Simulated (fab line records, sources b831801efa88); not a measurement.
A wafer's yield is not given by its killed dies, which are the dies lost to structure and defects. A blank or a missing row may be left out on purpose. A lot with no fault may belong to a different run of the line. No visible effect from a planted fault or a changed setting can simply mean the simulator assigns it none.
Which tool did it?	flow gf180mcu	24 lots with 72 wafers sampled at 3 steps, on a route of 602 steps

## WHAT THE GAUGES SHOWED, per wafer
GF_STI_CD_MEAS_12 targets a cd of 220 nm. Usual: cd_nm at 220.0 nm, with a standard deviation of 1.4.
lot	measured	on	cd_nm (nm)	flag
L074	day 2 01:43	cd_sem-01	221.3 221.8 220.4	
L075	day 2 06:20	cd_sem-02	221.4 220.8 220.6	
L076	day 2 12:01	cd_sem-01	217.9 219.1 217.7	
L077	day 2 16:53	cd_sem-01	218.9 218.7 219.3	
L078	day 2 22:10	cd_sem-01	220.1 218.3 219.6	
L079	day 3 04:01	cd_sem-02	218.5 219.4 219.2	
L080	day 3 08:59	cd_sem-01	219.1 218.5 219.1	
L081	day 3 14:41	cd_sem-01	220.8 220.4 219.7	
L082	day 3 19:28	cd_sem-01	219.0 220.1 218.9	
L083	day 4 00:13	cd_sem-02	217.7 218.4 217.9	
L084	day 4 05:32	cd_sem-01	219.6 219.3 219.7	
L085	day 4 10:24	cd_sem-02	218.4 219.0 219.8	
L086	day 4 15:10	cd_sem-02	222.9 223.0 223.0	
L087	day 4 20:08	cd_sem-02	222.4 222.7 222.5	
L088	day 5 02:19	cd_sem-01	219.9 219.3 220.2	
L089	day 5 06:29	cd_sem-02	220.1 218.8 218.5	
L090	day 5 11:50	cd_sem-01	220.3 221.0 218.8	
L091	day 5 16:55	cd_sem-02	220.2 219.0 220.0	
L092	day 5 23:07	cd_sem-01	218.5 219.8 218.3	
L093	day 6 07:10	cd_sem-01	222.0 222.1 222.1	
L094	day 6 12:17	cd_sem-01	219.4 219.9 220.5	
L095	day 6 16:17	cd_sem-01	222.2 222.4 221.4	
L096	day 6 19:58	cd_sem-02	217.5 218.7 218.0	
L097	day 7 00:13	cd_sem-01	219.7 219.0 220.4	

GF_M1_RS_MEAS_05: the measuring method here is four-point-probe. Usual: for M1_ALCU_RS the level is 0.0696 ohm/sq and the standard deviation is 0.00091.
lot	measured	on	M1_ALCU_RS (ohm/sq)	flag
L074	day 16 20:52	film_metro-03	0.0682 0.0700 0.0705	
L075	day 17 08:26	film_metro-03	0.0707 0.0695 0.0695	
L076	day 17 09:10	film_metro-03	0.0711 0.0695 0.0700	
L077	day 17 20:13	film_metro-03	0.0677 0.0696 0.0688	
L078	day 18 11:56	film_metro-04	0.0711 0.0699 0.0713	
L079	day 18 21:01	film_metro-03	0.0692 0.0703 0.0695	
L080	day 19 02:45	film_metro-04	0.0702 0.0701 0.0709	
L081	day 19 18:10	film_metro-04	0.0708 0.0704 0.0696	
L082	day 19 17:00	film_metro-04	0.0700 0.0690 0.0705	
L083	day 20 02:31	film_metro-04	0.0691 0.0696 0.0702	
L084	day 20 08:38	film_metro-04	0.0700 0.0700 0.0695	
L085	day 20 16:12	film_metro-04	0.0697 0.0702 0.0704	
L086	day 21 00:40	film_metro-03	0.0683 0.0680 0.0687	
L087	day 21 09:36	film_metro-04	0.0712 0.0696 0.0698	
L088	day 22 00:54	film_metro-03	0.0678 0.0679 0.0676	
L089	day 22 12:52	film_metro-04	0.0698 0.0685 0.0693	
L090	day 22 15:43	film_metro-04	0.0690 0.0693 0.0688	
L091	day 23 00:05	film_metro-01	0.0691 0.0690 0.0689	
L092	day 23 05:27	film_metro-03	0.0684 0.0695 0.0683	
L093	day 23 16:22	film_metro-04	0.0710 0.0709 0.0700	
L094	day 23 21:43	film_metro-01	0.0708 0.0702 0.0709	
L095	day 24 10:40	film_metro-03	0.0677 0.0683 0.0683	
L096	day 24 14:11	film_metro-03	0.0691 0.0700 0.0700	
L097	day 24 22:44	film_metro-03	0.0701 0.0689 0.0702	

GF_V1_OVL_MEAS_15. Usual: for V1_OVL the level is 0 nm and the standard deviation is 4.3.
lot	measured	on	V1_OVL (nm)	flag
L074	day 18 22:08	overlay-01	-1 6 4	
L075	day 19 10:16	overlay-02	5 4 1	
L076	day 19 10:59	overlay-02	-6 -13 -8	
L077	day 19 22:11	overlay-01	6 1 -3	
L078	day 20 15:17	overlay-02	2 0 -2	
L079	day 21 00:05	overlay-02	-4 -1 -2	
L080	day 21 05:43	overlay-01	-5 4 -2	
L081	day 21 21:29	overlay-02	1 2 -5	
L082	day 21 19:56	overlay-02	-3 0 -1	
L083	day 22 05:16	overlay-02	-3 0 -6	
L084	day 22 10:07	overlay-02	8 1 -4	
L085	day 22 17:37	overlay-02	3 6 8	
L086	day 23 01:34	overlay-02	4 2 4	
L087	day 23 10:35	overlay-02	-3 -2 -3	
L088	day 24 00:23	overlay-02	4 0 -3	
L089	day 24 12:08	overlay-02	4 -4 1	
L090	day 24 14:23	overlay-01	-7 -2 -3	
L091	day 24 22:58	overlay-02	1 7 -6	
L092	day 25 04:26	overlay-02	-1 0 2	
L093	day 25 13:44	overlay-01	-4 -3 -9	
L094	day 25 20:16	overlay-02	2 4 0	
L095	day 26 07:43	overlay-01	3 0 1	
L096	day 26 11:52	overlay-01	-3 2 -3	
L097	day 26 19:02	overlay-01	-5 0 -4	

## WHAT TOOL EACH LOT RAN ON (gives the tool, then ch and the chambers of the sampled wafers, and finally the start)
No process step before these readings appears in the record.

## WHAT THE TOOLS THEMSELVES READ (means of the sampled wafers that have a number; where no wafer has one, the mark that the record gives instead)
The record holds no such reading with a usual standard deviation.

## THE ANSWER, worked out from the rows above alone
Rule: a lot is off if the mean of its wafers that have a number lies more than 3 standard deviations from the usual mean. A lot without any number at a reading at which 4 lots or more have one is off too. Any other lot the step has rows for is counted as sound. The gauges are gone through in route order, then the tools' own readings, and for those a lot's mean is taken as printed above. At the first step where some lot is off, the reading lying furthest off is the one used; lots without a number count as furthest.
No lot is off at any reading shown: from this, nothing can be told.

## WHAT THE SIMULATOR PUT IN
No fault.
